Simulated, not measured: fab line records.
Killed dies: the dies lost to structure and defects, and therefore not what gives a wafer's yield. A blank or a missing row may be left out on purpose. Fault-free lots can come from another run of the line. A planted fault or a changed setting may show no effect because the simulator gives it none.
Problem report, 8D (eight disciplines) form, completed by code + flow gf180mcu + the parts of the form that need people (team, actions taken, sign-off) are left out

== 1. THE PROBLEM ==
Across 6 wafers from 2 lots, HV_LDD_CVD_54_THK at GF_HV_LDD_THK_MEAS_55 averages 14.18 nm, while fault-free wafers read 9.98 nm with a standard deviation of 0.13. That is +32 standard deviations from the usual mean.
The first sign was on wafer L382.1 at day 19 06:28, on film metro-01. At this step, 39 wafers from 13 lots have a number in the record. Rule for "out" (also "out of limits"): further than 4 standard deviations from the usual mean. Any other wafer with a number is counted as sound.

== 2. WHAT IT IS, WHAT IT ISN'T ==
| question                    | is                           | is not                                                              |
|-----------------------------|------------------------------|---------------------------------------------------------------------|
| which readings at this step | HV_LDD_CVD_54_THK            | -                                                                   |
| which lots                  | L382, L385                   | L362, L365, L366, L368, L369, L370, L372, L373, L374, L375, L383    |
| which wafers of those lots  | all that have a number       | -                                                                   |
| read on which gauges        | film metro-01, film metro-03 | film metro-04                                                       |
| when                        | from day 19 06:28            | up to then (30 sound wafers); but 3 sound wafers of L383 came after |

== 3. THE SUSPECTS, EACH WITH WHAT RULES IT OUT ==
Counting: a tool at a process step up to the reading stays a suspect if it ran every lot that is out and no sound lot after the first of them.
- the gauge at GF_HV_LDD_THK_MEAS_55 has been ruled out. Those wafers that are out were read across 2 gauges (film metro-01, film metro-03).
- lpcvd-02 at GF_HV_LDD_CVD_54 (deposits SiO2 from TEOS, target thk 10 nm, time 75 s): kept. Every lot that is out went through it, starting with L382 (day 19 05:26), and after that it ran no sound lot; the last sound lot it ran before then is L375 (day 16 16:23). Out on those wafers are its own readings of spike tc bottom C, spike tc centre C, spike tc lower C, spike tc top C, spike tc upper C.
After counting, what remains is lpcvd-02 at GF_HV_LDD_CVD_54.

== 4. THE CAUSE (what the simulator had put in) ==
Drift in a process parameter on lpcvd-02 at GF_HV_LDD_CVD_54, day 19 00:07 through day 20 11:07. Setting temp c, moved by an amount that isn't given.
This tool alone remained once counting was done.

== 5. THE CHAIN OF EFFECTS, in route order ==
One row per reading whose mean, taken over the struck wafers that have a number, lies over 3 standard deviations from the usual. Readings are gone through only where the record gives a usual standard deviation; hours: the median, over the lots, of the time from a lot's start at the first step in this table giving one to that lot's start at this step; sigmas: the change measured in usual standard deviations.
| hours | step                  | reading           | usual   | on struck wafers | change | sigmas |
|-------|-----------------------|-------------------|---------|------------------|--------|--------|
| 0     | GF_HV_LDD_CVD_54      | spike tc bottom C | 698.9 C | 713.5            | +14.6  | +5.6   |
| 0     | GF_HV_LDD_CVD_54      | spike tc centre C | 680.2 C | 695.6            | +15.4  | +13    |
| 0     | GF_HV_LDD_CVD_54      | spike tc lower C  | 681.4 C | 695.7            | +14.3  | +8.9   |
| 0     | GF_HV_LDD_CVD_54      | spike tc top C    | 695.4 C | 709.1            | +13.7  | +11    |
| 0     | GF_HV_LDD_CVD_54      | spike tc upper C  | 680.6 C | 695.5            | +14.9  | +12    |
| 1     | GF_HV_LDD_THK_MEAS_55 | HV_LDD_CVD_54_THK | 9.98 nm | 14.18            | +4.20  | +32    |
The process steps in it:
- GF_HV_LDD_CVD_54: deposits SiO2 from TEOS, target thk 10 nm, time 75 s.

== 6. HOW IT WOULD HAVE BEEN CAUGHT EARLIER ==
In this record the first reading out of limits at a measuring or inspecting step was taken at day 19 06:28, 6 hours after the fault began at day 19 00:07.
The tool's own readings at GF_HV_LDD_CVD_54 were out on every struck wafer that the step has a row for (spike tc bottom C, spike tc centre C, spike tc lower C, spike tc top C, spike tc upper C): an alarm limit on them would have fired on the first of those.
Lots out: 2; of these, L385 started GF_HV_LDD_CVD_54 on lpcvd-02 after day 19 06:28. Holding the tool at that time would have saved it.
